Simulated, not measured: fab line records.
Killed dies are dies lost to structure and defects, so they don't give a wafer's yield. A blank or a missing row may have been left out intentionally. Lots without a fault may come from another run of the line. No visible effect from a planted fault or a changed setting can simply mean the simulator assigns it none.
Chamber matching	flow gf180mcu	GF_STI_ETCH_14 on rieSi-02 has 4 sister chambers
The step etches Si in HBr/Cl2/O2, target depth 360 nm, time 102.9 s. 8 wafers are shown with their chamber, then 8 later ones without.

## WAFERS WITH THEIR CHAMBER
wafer	chamber	drypumpMotorCurrentA (A)	oesProductAu (a.u.)
L151.5	0	5.53	1.018
L152.2	0	5.56	1.011
L154.1	3	5.57	1.036
L154.4	1	5.24	1.012
L163.1	2	5.49	1.012
L163.5	2	5.50	0.991
L163.6	3	5.57	1.023
L169.1	1	5.21	1.004

## WAFERS WITH NO CHAMBER GIVEN
wafer	drypumpMotorCurrentA (A)	oesProductAu (a.u.)
L169.4	5.51	1.020
L169.6	5.51	0.978
L170.1	5.51	0.991
L170.4	5.23	1.015
L170.5	5.21	1.007
L172.3	5.57	1.040
L172.4	5.52	1.005
L172.5	5.55	1.012

## WHICH CHAMBER EACH WENT THROUGH
wafer	from the rows above	in truth
L169.4	can't be placed: 2 or 0 or 3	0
L169.6	can't be placed: 2 or 0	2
L170.1	can't be placed: 2 or 0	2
L170.4	1	1
L170.5	1	1
L172.3	3	3
L172.4	can't be placed: 2 or 0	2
L172.5	can't be placed: 0 or 3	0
Correctly placed: 3 of 8. These rows do not allow placing 5 (true chamber among the candidates in 5). 0 placed wrongly.
How it was worked out, from the rows above alone: a wafer's distance from a chamber is the root of the sum, over the readings, of the square of ((its reading less the chamber's mean) divided by the reading's scatter). The wafer belongs to the nearest chamber; if the next one is less than 2 further off, it can't be placed. Each chamber's mean is taken over the wafers shown for it. The scatter: the root of (the sum of the squares of (reading less its chamber's mean) over the shown wafers, divided by (wafers less chambers)).
